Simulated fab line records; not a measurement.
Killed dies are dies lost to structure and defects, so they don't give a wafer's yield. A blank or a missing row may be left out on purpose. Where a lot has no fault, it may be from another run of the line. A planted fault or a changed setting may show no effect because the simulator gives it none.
2 desks looking at one fault || flow gf180mcu || numbers are kept per desk, each desk with only its own; the story behind them comes last

## AT THE TOOL OWNER'S DESK: plasma-asher-03
The tool's own readings at GF_LVPWELL_STRIP_10 (strips in O2/N2): means of the sampled wafers that have a number, for each lot that ran on this tool. Any lot whose mean is over 4 standard deviations away from the usual mean is out of limits and marked OUT; that distance is given in the brackets.
Columns: A = drypump-motor-current-A at GF_LVPWELL_STRIP_10, usual 5.6 A; B = heater-power-w at GF_LVPWELL_STRIP_10, usual 322 W; C = oes-product-au at GF_LVPWELL_STRIP_10, usual 0.722 a.u.; D = strip-time-to-endpoint-s at GF_LVPWELL_STRIP_10, usual 36.98 s
{"lot": "L398", "first seen here": "day 4 07:15", "A": 5.9, "B": 326, "C": 0.723, "D": 37.16}
{"lot": "L400", "first seen here": "day 4 22:04", "A": 5.5, "B": 313, "C": 0.723, "D": 37.12}
{"lot": "L403", "first seen here": "day 5 10:49", "A": 5.9, "B": 324, "C": 0.720, "D": 36.87}
{"lot": "L405", "first seen here": "day 5 20:01", "A": 5.9, "B": 326, "C": 0.722, "D": 37.05}
{"lot": "L406", "first seen here": "day 6 03:40", "A": 5.2, "B": 312, "C": 0.725, "D": 37.00}
{"lot": "L408", "first seen here": "day 6 13:16", "A": 5.9, "B": 325, "C": 0.720, "D": 37.12}
This desk's finding: nothing out of limits on any of the 6 lots.

## THE METROLOGY DESK
What the gauges read for every lot (on any tool): the sampled wafers with a number, averaged. Any lot whose mean is over 4 standard deviations away from the usual mean is out of limits and marked OUT; that distance is given in the brackets.
Columns: A = cd-nm at GF_V5_CD_MEAS_14, usual 259.9 nm; B = PASSIVATION_CVD_00_THK at GF_PASSIVATION_THK_MEAS_01, usual 1005 nm
{"lot": "L397", "first seen here": "day 28 02:59", "A": 260.6, "B": 995}
{"lot": "L398", "first seen here": "day 28 12:20", "A": 260.2, "B": 1019}
{"lot": "L400", "first seen here": "day 29 03:13", "A": 258.7, "B": 1015}
{"lot": "L403", "first seen here": "day 29 19:03", "A": 262.6, "B": 1001}
{"lot": "L404", "first seen here": "day 30 09:41", "A": 258.6, "B": 1021}
{"lot": "L405", "first seen here": "day 30 10:28", "A": 260.1, "B": 1000}
{"lot": "L406", "first seen here": "day 30 18:49", "A": 259.3, "B": 1011}
{"lot": "L408", "first seen here": "day 31 10:41", "A": 259.4, "B": 1019}
{"lot": "L412", "first seen here": "day 32 05:52", "A": 260.3, "B": 1005}
{"lot": "L414", "first seen here": "day 32 20:15", "A": 261.6, "B": 1007}
{"lot": "L415", "first seen here": "day 32 22:06", "A": 259.2, "B": 1006}
{"lot": "L417", "first seen here": "day 33 06:43", "A": 261.4, "B": 1000}
{"lot": "L418", "first seen here": "day 33 15:10", "A": 260.4, "B": 1011}
{"lot": "L420", "first seen here": "day 34 03:24", "A": 259.6, "B": 1009}
This desk's finding: nothing out of limits on any of the 14 lots.

## ALL TOGETHER
The tool owner's desk saw nothing out of limits.
From the metrology desk's view, nothing was out of limits.

## WHAT HAD BEEN PUT IN BY THE SIMULATOR
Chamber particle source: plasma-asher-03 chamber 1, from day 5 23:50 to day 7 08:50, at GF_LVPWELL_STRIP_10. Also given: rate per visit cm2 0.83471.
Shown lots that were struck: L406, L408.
